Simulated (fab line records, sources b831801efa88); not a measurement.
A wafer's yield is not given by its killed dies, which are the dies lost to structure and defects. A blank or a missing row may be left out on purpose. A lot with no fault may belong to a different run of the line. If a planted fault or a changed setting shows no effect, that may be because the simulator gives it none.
Struck lot and sound lot, side by side -- flow sky130 -- 36 out of 708 route steps
Sound: the wafers L985.2, L985.3, L985.4. Struck: wafers L994.2, L994.3. The cause comes at the end.
Order at every step that has rows: each side's tool, ch and its chambers, its first start. Under that, the readings that differ: sound wafers -- struck wafers -- difference of the means -- sigmas: that difference in standard deviations of wafers without a fault.
alike: readings whose means differ by less than 2 such deviations, and words and numbers that are the same on both sides. not compared: withheld readings, readings that some wafer has no value for, bounds like >300 that may hide the same value, and numbers for which the record gives no deviation and whose values overlap.
Wherever a step has rows on one side only, a row that says differs or no value, or a row with sigmas, the two part there. When numbers do not overlap yet have no deviation, they are printed without sigmas and do not part them. Lack of a reading on every wafer of one side parts them only where that side has two or more wafers.

first, 1 step without rows for these wafers: SKY_SD_N_IMPLANT_10.
SKY_SD_N_STRIP_11: strips in O2/N2.
  sound on plasma asher-01 ch 0,1, day 27 20:20; struck on plasma asher-02 ch 0,1, day 30 19:11
reading,sound,struck,difference,sigmas
drypump motor current A (A),5.7 5.8 5.6,4.8 4.8,-0.9,-2
  alike: oes product au, strip time to endpoint s
  not compared: rf hours counter h
SKY_SD_N_TW_MEAS_12:
  sound on film metro-04, day 27 20:26; struck on film metro-02, day 30 19:18
  alike: SD_N_TW
then, 1 step without rows for these wafers: SKY_SD_N_CLEAN_13 (cleans in SC1/SC2, time 150 s).
SKY_SD_N_RTA_14: time 2 s.
  sound on rtp anneal-02 ch 0, day 27 20:33; struck on rtp anneal-01 ch 0, day 30 19:25
  alike: lamp power pct, wafer_temp_C_max
SKY_SD_N_RS_MEAS_16: measures by four-point-probe.
  sound on film metro-04, day 27 20:44; struck on film metro-04, day 30 19:36
  alike: SD_N_RS
SKY_SD_N_RS_MEAS_17: measures by four-point-probe.
  sound on film metro-04, day 27 20:52; struck on film metro-04, day 30 19:43
  alike: SD_P_RS
SKY_SD_N_RS_MEAS_18: measures by four-point-probe.
  sound on film metro-04, day 27 20:59; struck on film metro-04, day 30 19:50
  alike: RES_XHIGH_RS
then, 2 steps without rows for these wafers: SKY_SALICIDE_CLEAN_00 (cleans in HF-last, time 30 s); SKY_LI_CONTACT_HDPCVD_00 (deposits PSG, target thk 930 nm, time 155 s).
SKY_LI_CONTACT_THK_MEAS_01:
  sound on film metro-04, day 27 21:12; struck on film metro-02, day 30 20:04
  alike: LI_CONTACT_HDPCVD_THK
SKY_LI_CONTACT_CMP_02: polishes PSG.
  sound on cmp-01 ch 1,2,3, day 27 21:15; struck on cmp-02 ch 0,3, day 30 20:07
reading,sound,struck,difference,sigmas
time to endpoint s (s),32.0 29.4 29.1,24.7 23.0,-6.3,-3
model.PSG_of_LI_CONTACT_HDPCVD_00.thk nm (nm),597.5 597.5 598.1,655.5 656.2,+58.1,
  alike: edge zone pressure frac, motor current A
SKY_LI_CONTACT_BOW_MEAS_03:
  sound on film metro-03, day 27 21:34; struck on film metro-03, day 30 20:26
  alike: LI_CONTACT_BOW
then, 8 steps without rows for these wafers: SKY_LI_CONTACT_DEHYDRATE_04 (time 60 s); SKY_LI_CONTACT_HMDS_05 (prime time 60 s); SKY_LI_CONTACT_COAT_06 (resist thk 60 nm); SKY_LI_CONTACT_COAT_07 (resist thk 450 nm); SKY_LI_CONTACT_SOFTBAKE_08 (time 90 s); SKY_LI_CONTACT_EXPOSE_09 (exposes mask LICM1, target cd 170 nm); SKY_LI_CONTACT_PEB_10; SKY_LI_CONTACT_DEVELOP_11 (develop time 60 s).
SKY_LI_CONTACT_CD_MEAS_12: target cd 170 nm.
  sound on cd sem-02, day 29 02:21; struck on cd sem-02, day 32 00:33
  alike: cd nm
SKY_LI_CONTACT_OVL_MEAS_13:
  sound on overlay-02, day 29 02:27; struck on overlay-01, day 32 00:39
  alike: LI_CONTACT_OVL
then, 1 step without rows for these wafers: SKY_LI_CONTACT_ETCH_14 (etches BARC in N2/H2, stops on SiO2, time 45.9 s, target depth 60 nm).
SKY_LI_CONTACT_ETCH_15: etches PSG in C4F8/O2/Ar, stops on Si, target depth 600 nm.
  sound on rie diel-01 ch 0,2,3, day 29 02:31; struck on rie diel-01 ch 1,3, day 32 00:43
reading,sound,struck,difference,sigmas
oes product au (a.u.),0.839 0.835 0.841,0.885 0.873,+0.041,+8
model.LI_CONTACT.feature depth nm (nm),597.5 597.5 598.1,655.5 656.2,+58.1,
model.etch.depth nm (nm),597.5 597.5 598.1,655.5 656.2,+58.1,
then, 3 steps without rows for these wafers: SKY_LI_CONTACT_STRIP_16 (strips in O2/N2); SKY_LI_CONTACT_CLEAN_17 (cleans in NMP, time 600 s); SKY_LI_CONTACT_PRE_CLEAN_18 (time 5.6 s).
SKY_LI_CONTACT_SPUTTER_19: material Ti, target thk 20 nm, time 106.37 s.
  sound on pvd sputter-01, day 29 03:05; struck on pvd sputter-01, day 32 01:06
  alike: throttle valve pct
SKY_LI_CONTACT_SPUTTER_20: material TiN, target thk 20 nm, time 80 s.
  sound on pvd sputter-01, day 29 03:10; struck on pvd sputter-01, day 32 01:11
  alike: throttle valve pct
then, 1 step without rows for these wafers: SKY_LI_CONTACT_CVD_21 (deposits W, target thk 400 nm, time 120.56 s).
SKY_LI_CONTACT_RS_MEAS_22: measures by four-point-probe.
  sound on film metro-03, day 29 03:22; struck on film metro-04, day 32 01:23
  alike: LI_CONTACT_W_RS
SKY_LI_CONTACT_THK_MEAS_23: measures by xrf.
  sound on film metro-03, day 29 03:28; struck on film metro-04, day 32 01:30
  alike: LI_CONTACT_W_THK
SKY_LI_CONTACT_CMP_24: polishes, stops on PSG, t overpolish 20 s, target thk 0 nm.
  sound on cmp-02 ch 1,2,3, day 29 03:34; struck on cmp-01 ch 1,2, day 32 01:39
reading,sound,struck,difference,sigmas
model.PSG_of_LI_CONTACT_HDPCVD_00.thk nm (nm),588 588 588.6,646.1 646.7,+58.2,
  alike: edge zone pressure frac, motor current A
SKY_LOCAL_INTERCONNECT_SPUTTER_00: material TiN, target thk 100 nm, time 83.3 s.
  sound on pvd sputter-04, day 29 03:49; struck on pvd sputter-04, day 32 01:51
  alike: throttle valve pct
-- a jump in the record: the struck wafers' starts before and after are 16 days apart (it breaks off in module LOCAL_INTERCONNECT and resumes in module PAD_OPEN, where the first step shown is number 708 of the route) --
SKY_PAD_OPEN_PROBE_99:
  sound on prober-01, day 45 18:09; struck on prober-01, day 47 21:42
reading,sound,struck,difference,sigmas
model.etest.licon pdiff.rc ohm,577.5 581.1 554.3,658.8 596.5,+56.7,
model.etest.licon high po.rc ohm,336.8 343 336.9,372.8 371.4,+33.2,
model.etest.licon ndiff.rc ohm,176.6 180.5 177.9,194.5 204.2,+21.0,
model.etest.cap li to poly.c af um2,96.95 99.86 97.61,82.61 82.66,-15.51,
model.etest.licon poly.rc ohm,153.1 152.7 146.1,163.4 156.4,+9.3,
model.etest.cap li to well.c af um2,36.98 36.32 36.53,34.46 34.76,-2.00,
  alike: killed_at_M0_to_M3, killed_at_M4_up, killed at contacts, killed at front end, killed at other, killed dies, killed open, killed short

== WHERE THEY PART ==
Earliest at SKY_SD_N_STRIP_11; latest, in this record, at SKY_LI_CONTACT_ETCH_15. Later steps at which nothing parts them and some readings are alike: SKY_LI_CONTACT_SPUTTER_19, SKY_LI_CONTACT_SPUTTER_20, SKY_LI_CONTACT_RS_MEAS_22, SKY_LI_CONTACT_THK_MEAS_23, SKY_LI_CONTACT_CMP_24, SKY_LOCAL_INTERCONNECT_SPUTTER_00, SKY_PAD_OPEN_PROBE_99.

WHY: the cause the simulator had injected
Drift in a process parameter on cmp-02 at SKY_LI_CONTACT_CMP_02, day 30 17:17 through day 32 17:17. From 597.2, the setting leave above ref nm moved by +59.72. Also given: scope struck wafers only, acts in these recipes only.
